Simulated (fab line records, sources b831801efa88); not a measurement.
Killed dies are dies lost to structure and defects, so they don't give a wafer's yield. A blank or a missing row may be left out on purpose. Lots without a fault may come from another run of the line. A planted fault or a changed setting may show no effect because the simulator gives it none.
Which tool did it? | flow gf180mcu | 7 lots, 21 wafers sampled, at 2 steps of a route of 602

WHAT THE GAUGES READ, wafer by wafer
GF_MVPSD_OVL_MEAS_07.
lot  | measured     | on         | MVPSD_OVL (nm)
L106 | day 6 05:41  | overlay-01 | - - -
L113 | day 8 01:29  | overlay-02 | -1.6 -0.5 -0.5
L115 | day 8 12:56  | overlay-02 | 2.6 -0.6 1.1
L118 | day 9 07:05  | overlay-01 | -0.3 1.7 -1.5
L120 | day 9 18:53  | overlay-01 | -0.7 0.6 -0.6
L122 | day 10 06:23 | overlay-01 | -1.8 -1.6 -1.0
L124 | day 10 16:56 | overlay-01 | -0.6 0.9 -1.9

WHICH TOOL RAN EACH LOT (tool, then ch and the chambers of the sampled wafers, then the start)
lot  | GF_MVPSD_COAT_02
L106 | litho_track-03, day 5 22:03
L113 | litho_track-03 ch 0, day 7 17:08
L115 | litho_track-02 ch 0, day 8 04:42
L118 | litho_track-04 ch 0, day 8 22:20
L120 | litho_track-02 ch 0, day 9 09:44
L122 | litho_track-02 ch 0, day 9 21:32
L124 | litho_track-02 ch 0, day 10 07:59
- GF_MVPSD_COAT_02: resist thk 3000 nm.

THE ANSWER, worked out from the rows above alone
Rule: what is usual is taken from the lots themselves. Put in order of their means at a reading, lots are off if they are a third of the lots or fewer, leave a main group of 4 or more, and stand apart from it by a gap of 3 or more times the standard deviation of the main group's means; of several such gaps the widest counts. A main group whose means are all the same, to the digits that the tables above print for the reading, isn't used. A lot without any number at a reading at which 4 lots or more have one is off too. The other lots that the step has rows for count as sound.
Off: L106, at GF_MVPSD_OVL_MEAS_07 (MVPSD_OVL). Without a number there: L106. The main group: mean -0.3 nm, standard deviation 0.77.
A tool fits if, at a process step before that reading, it ran every lot that is off, and no sound lot after the first of them. The gauges at GF_MVPSD_OVL_MEAS_07 are tried like those tools. None of those tried fits.

WHAT THE SIMULATOR HAD PUT IN
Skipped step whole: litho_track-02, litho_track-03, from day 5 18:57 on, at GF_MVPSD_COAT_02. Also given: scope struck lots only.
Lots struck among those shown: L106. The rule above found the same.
